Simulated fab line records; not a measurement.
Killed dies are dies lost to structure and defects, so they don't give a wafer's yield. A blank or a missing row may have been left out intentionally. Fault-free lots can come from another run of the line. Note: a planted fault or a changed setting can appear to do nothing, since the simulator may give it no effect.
Which tool was responsible?    flow sky130    12 lots with 34 wafers sampled at 5 steps, on a route of 708 steps

## WHAT THE GAUGES SHOWED, per wafer
SKY_SPACER_THK_MEAS_01. Usual: for SPACER_CVD_00_THK the level is 43.3 nm and the standard deviation is 0.36.
lot   measured      on             SPACER_CVD_00_THK (nm)  flag
L998  day 23 15:17  film_metro-02  43.0 42.8 43.0          
L103  day 25 13:27  film_metro-01  43.4 43.7               
L104  day 25 18:43  film_metro-03  43.2 43.4 43.5          
L105  day 26 06:41  film_metro-03  43.8 43.6               
L110  day 27 23:00  film_metro-03  43.9 43.6 43.8          
L112  day 28 23:16  film_metro-01  43.9 43.7 43.7          
L113  day 29 03:28  film_metro-02  43.1 43.3 44.0          
L114  day 29 17:51  film_metro-01  42.9 42.7 42.9          
L115  day 29 20:29  film_metro-02  42.9 43.0 43.0          
L116  day 30 04:17  film_metro-02  42.7 43.4 43.2          
L117  day 30 10:04  film_metro-01  42.9 42.8 43.0          
L118  day 30 19:47  film_metro-02  43.7 43.6 43.6          

SKY_LI_CONTACT_BOW_MEAS_03. Usual: for LI_CONTACT_BOW the level is 55 um and the standard deviation is 6.5.
lot   measured      on             LI_CONTACT_BOW (um)  flag
L998  day 28 13:15  film_metro-02  49 45 58             
L103  day 30 09:22  film_metro-02  69 59 - -            
L104  day 30 14:55  film_metro-01  58 62 60 - - -       
L105  day 31 03:21  film_metro-04  50 54 - -            
L110  day 32 14:48  film_metro-01  64 56 68             
L112  day 33 13:00  film_metro-01  58 59 48             
L113  day 33 17:52  film_metro-02  58 59 51             
L114  day 34 08:01  film_metro-02  51 56 54             
L115  day 34 12:28  film_metro-04  54 47 57             
L116  day 34 18:55  film_metro-01  51 60 51             
L117  day 34 23:29  film_metro-02  54 65 52             
L118  day 35 08:11  film_metro-04  56 35 48             

SKY_LI_CONTACT_CD_MEAS_12: the cd target is 170 nm. Usual: cd_nm 169.5 nm, standard deviation 1.6.
lot   measured      on         cd_nm (nm)         flag
L998  day 29 17:31  cd_sem-02  165.3 165.7 167.1  
L103  day 31 12:43  cd_sem-01  168.3 167.6        
L104  day 31 17:43  cd_sem-02  170.9 172.9 171.7  
L105  day 32 06:28  cd_sem-02  169.7 169.4        
L110  day 33 17:49  cd_sem-02  168.2 169.7 168.0  
L112  day 34 15:49  cd_sem-02  167.3 168.0 167.5  
L113  day 34 20:16  cd_sem-02  168.4 170.0 170.8  
L114  day 35 10:56  cd_sem-01  167.5 168.5 168.3  
L115  day 35 15:49  cd_sem-02  170.6 170.5 171.2  
L116  day 35 21:31  cd_sem-02  170.4 170.7 169.4  
L117  day 36 02:19  cd_sem-02  170.3 169.1 171.8  
L118  day 36 10:32  cd_sem-02  169.7 168.9 169.4  

## WHAT TOOL EACH LOT RAN ON (gives the tool, then ch and the chambers of the sampled wafers, and finally the start)
lot   SKY_SD_P_STRIP_10                     SKY_LI_CONTACT_CMP_02
L998  plasma_asher-03 ch 0, day 26 01:53    cmp-02 ch 0,1,2, day 28 12:57
L103  plasma_asher-03 ch 1, day 27 23:43    cmp-01 ch 0,2, day 30 09:07
L104  plasma_asher-04 ch 0, day 28 05:17    cmp-01 ch 1,2, day 30 14:40
L105  plasma_asher-03 ch 0,1, day 28 17:31  cmp-01 ch 0,3, day 31 03:06
L110  plasma_asher-02 ch 0,1, day 30 07:05  cmp-02 ch 1,2,3, day 32 14:33
L112  plasma_asher-04 ch 0,1, day 31 06:49  cmp-02 ch 0,2,3, day 33 12:42
L113  plasma_asher-03 ch 0,1, day 31 10:01  cmp-02 ch 0,2,3, day 33 17:34
L114  plasma_asher-02 ch 0,1, day 32 01:41  cmp-01 ch 0,2,3, day 34 07:45
L115  plasma_asher-04 ch 0,1, day 32 04:38  cmp-02 ch 1,2, day 34 12:10
L116  plasma_asher-03 ch 0, day 32 11:40    cmp-01 ch 1,3, day 34 18:37
L117  plasma_asher-02 ch 0,1, day 32 17:16  cmp-02 ch 2,3, day 34 23:09
L118  plasma_asher-04 ch 0,1, day 33 02:29  cmp-02 ch 0,2,3, day 35 07:58
- SKY_SD_P_STRIP_10: strips in O2/N2.
- SKY_LI_CONTACT_CMP_02: polishes PSG.

## AS READ BY THE TOOLS THEMSELVES (means over the sampled wafers that have a number; for cases with no such wafer, the mark the record gives instead)
SKY_SD_P_STRIP_10. Usual: drypump_motor_current_A 5.5 A, standard deviation 0.45; oes_product_au 0.618 a.u., standard deviation 0.0044; strip_time_to_endpoint_s 17.50 s, standard deviation 0.033.
lot   tool             drypump_motor_current_A (A)  oes_product_au (a.u.)  strip_time_to_endpoint_s (s)  flag
L998  plasma_asher-03  5.0                          0.619                  17.49                         
L103  plasma_asher-03  5.1                          0.619                  17.41                         
L104  plasma_asher-04  6.0                          0.619                  17.49                         
L105  plasma_asher-03  5.0                          0.615                  17.50                         
L110  plasma_asher-02  5.5                          0.615                  17.49                         
L112  plasma_asher-04  5.7                          0.616                  17.51                         
L113  plasma_asher-03  5.1                          0.615                  17.50                         
L114  plasma_asher-02  5.5                          0.617                  17.50                         
L115  plasma_asher-04  5.8                          0.617                  17.48                         
L116  plasma_asher-03  5.0                          0.620                  17.53                         
L117  plasma_asher-02  5.9                          0.616                  17.50                         
L118  plasma_asher-04  5.8                          0.620                  17.48                         

SKY_LI_CONTACT_CMP_02. Usual: motor_current_A 11.0 A, standard deviation 1; time_to_endpoint_s 33.6 s, standard deviation 2.6.
lot   tool    motor_current_A (A)  time_to_endpoint_s (s)  flag
L998  cmp-02  11.1                 31.1                    
L103  cmp-01  10.3                 28.0                    
L104  cmp-01  12.2                 29.8                    
L105  cmp-01  10.2                 35.2                    
L110  cmp-02  10.5                 33.4                    
L112  cmp-02  10.5                 35.9                    
L113  cmp-02  10.2                 35.4                    
L114  cmp-01  11.0                 31.7                    
L115  cmp-02  10.6                 35.0                    
L116  cmp-01  11.8                 33.2                    
L117  cmp-02  10.4                 36.2                    
L118  cmp-02  10.1                 32.3                    

## THE ANSWER, worked out from the rows above alone
Rule: lot off if the mean of its wafers having a number is beyond 3 standard deviations from the usual mean. Also off: a lot with no number at a reading for which 4 or more lots have one. The other lots that the step has rows for count as sound. The gauges are gone through in route order, then the tools' own readings, and for those a lot's mean is taken as printed above. At the first step where some lot is off, the reading lying furthest off is the one used; lots without a number count as furthest.
No lot is off on any of the readings shown, so nothing can be concluded from this.

## WHAT HAD BEEN PUT IN BY THE SIMULATOR
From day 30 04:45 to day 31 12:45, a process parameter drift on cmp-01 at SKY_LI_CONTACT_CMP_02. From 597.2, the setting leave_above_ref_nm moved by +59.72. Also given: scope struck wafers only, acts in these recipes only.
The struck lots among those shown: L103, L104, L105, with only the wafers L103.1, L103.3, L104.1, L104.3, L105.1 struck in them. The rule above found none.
